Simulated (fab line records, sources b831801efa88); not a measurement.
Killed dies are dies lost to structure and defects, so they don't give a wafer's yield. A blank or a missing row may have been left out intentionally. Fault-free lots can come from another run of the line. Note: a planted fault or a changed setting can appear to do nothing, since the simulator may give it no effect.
Matching of chambers	flow sky130	pecvd-01 running SKY_PASSIVATION_CVD_00: 3 sister chambers
The step deposits SiO2, target thk 90 nm. 22 wafers are shown with their chamber, then 11 later ones without.

WAFERS PAIRED WITH THEIR CHAMBERS
wafer	chamber	rf-fwd-power-W (W)	heater-power-w (W)
L074.1	1	582	516
L074.2	2	587	541
L074.5	2	585	553
L076.1	1	587	487
L076.3	0	592	595
L076.4	2	586	567
L080.3	1	588	435
L080.4	2	587	566
L080.6	0	590	496
L083.1	2	586	574
L083.3	1	585	494
L083.4	1	587	495
L087.1	2	589	525
L087.2	0	590	524
L087.4	2	588	518
L089.4	2	584	563
L089.5	0	591	500
L089.6	1	590	514
L090.1	0	592	468
L090.4	0	592	471
L090.6	2	588	532
L092.4	1	586	443

SIGNATURES (means of the wafers above)
reading	chamber 0	chamber 1	chamber 2	scatter within a chamber
rf-fwd-power-W	591.17	586.43	586.67	1.81
heater-power-w	509.00	483.43	548.78	32.9
Rule: a wafer lies at a distance from a chamber equal to the root of the sum of squares, over the readings, of (its reading less the chamber's mean, divided by the reading's scatter). The wafer belongs to the nearest chamber; if the next one is less than 2 further off, it can't be placed. The scatter: take each reading less its chamber's mean, square it, sum over the shown wafers, divide by the number of wafers less the number of chambers, and take the root.

WAFERS MISSING THEIR CHAMBER
wafer	rf-fwd-power-W (W)	heater-power-w (W)
L092.5	585	444
L092.6	595	548
L093.3	593	574
L093.5	589	582
L093.6	585	417
L094.2	587	529
L094.3	585	530
L094.4	593	579
L097.3	583	503
L097.4	586	570
L097.5	592	536

EACH ONE'S CHAMBER
wafer	from the rows above	in truth
L092.5	can't be placed: 1 or 2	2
L092.6	0	0
L093.3	can't be placed: 0 or 2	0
L093.5	can't be placed: 2 or 0 or 1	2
L093.6	can't be placed: 1 or 2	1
L094.2	can't be placed: 2 or 1 or 0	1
L094.3	can't be placed: 2 or 1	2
L094.4	can't be placed: 0 or 2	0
L097.3	can't be placed: 1 or 2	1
L097.4	can't be placed: 2 or 1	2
L097.5	0	0
Correctly placed: 2 of 11. Can't be placed from these rows: 9 (the true chamber is among the candidates in 9). Placed wrongly: 0.
